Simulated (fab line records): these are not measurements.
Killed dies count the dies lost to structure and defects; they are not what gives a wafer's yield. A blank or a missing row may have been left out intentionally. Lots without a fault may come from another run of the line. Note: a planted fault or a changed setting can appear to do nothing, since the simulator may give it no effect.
Matching of chambers + flow sky130 + 4 sister chambers for SKY_POLY_CUT_ETCH_11 on rie diel-01
The step etches Si3N4 in CF4/CH2F2/Ar, stops on poly-Si, time 42.5 s, target depth 60 nm. 14 wafers are shown with their chamber, then 7 later ones without.

== WAFERS WITH THEIR CHAMBER ==
| wafer  | chamber | drypump motor current A (A) | oes product au (a.u.) | throttle valve pct (%) |
|--------|---------|-----------------------------|-----------------------|------------------------|
| L800.2 | 0       | 5.9                         | 0.829                 | 14.991                 |
| L800.4 | 1       | 5.1                         | 0.823                 | 14.992                 |
| L800.6 | 3       | 5.3                         | 0.835                 | 14.984                 |
| L807.2 | 0       | 5.8                         | 0.821                 | 14.993                 |
| L807.3 | 1       | 5.0                         | 0.836                 | 14.992                 |
| L807.6 | 0       | 5.8                         | 0.830                 | 15.007                 |
| L809.4 | 2       | 6.5                         | 0.817                 | 14.981                 |
| L809.5 | 1       | 5.1                         | 0.828                 | 15.009                 |
| L809.6 | 0       | 5.8                         | 0.818                 | 14.999                 |
| L810.3 | 2       | 6.5                         | 0.820                 | 14.995                 |
| L810.4 | 3       | 5.3                         | 0.832                 | 15.004                 |
| L810.5 | 1       | 5.0                         | 0.819                 | 14.994                 |
| L811.1 | 2       | 6.5                         | 0.835                 | 14.996                 |
| L811.4 | 3       | 5.3                         | 0.827                 | 14.984                 |

SIGNATURES (averages over the wafers above)
| reading                 | chamber 0 | chamber 1 | chamber 2 | chamber 3 | scatter within a chamber |
|-------------------------|-----------|-----------|-----------|-----------|--------------------------|
| drypump motor current A | 5.825     | 5.050     | 6.500     | 5.300     | 0.0418                   |
| oes product au          | 0.82450   | 0.82650   | 0.82400   | 0.83133   | 0.00696                  |
| throttle valve pct      | 14.99750  | 14.99675  | 14.99067  | 14.99067  | 0.00875                  |
Rule: distance of a wafer from a chamber = root of the sum over the readings of ((wafer's reading minus chamber's mean) / reading's scatter) squared. If the next closest chamber is less than 2 further off than the closest, the wafer can't be placed; otherwise it belongs to the closest. How the scatter is found: for the shown wafers, subtract from each reading the mean of its chamber, square and add these, divide the total by (wafers less chambers), then take the root.

== WAFERS WITHOUT THEIR CHAMBER ==
| wafer  | drypump motor current A (A) | oes product au (a.u.) | throttle valve pct (%) |
|--------|-----------------------------|-----------------------|------------------------|
| L811.5 | 5.1                         | 0.824                 | 14.982                 |
| L821.1 | 5.8                         | 0.839                 | 15.006                 |
| L821.5 | 5.8                         | 0.833                 | 14.994                 |
| L821.6 | 5.0                         | 0.824                 | 14.996                 |
| L823.1 | 5.3                         | 0.830                 | 14.998                 |
| L823.4 | 5.0                         | 0.832                 | 15.006                 |
| L823.6 | 6.5                         | 0.834                 | 14.991                 |

== THE CHAMBER EACH PASSED THROUGH ==
| wafer  | from the rows above | in truth |
|--------|---------------------|----------|
| L811.5 | 1                   | 1        |
| L821.1 | 0                   | 0        |
| L821.5 | 0                   | 0        |
| L821.6 | 1                   | 1        |
| L823.1 | 3                   | 3        |
| L823.4 | 1                   | 1        |
| L823.6 | 2                   | 2        |
Placed correctly: 7 of 7. Not placeable from these rows: 0. Number placed wrongly: 0.
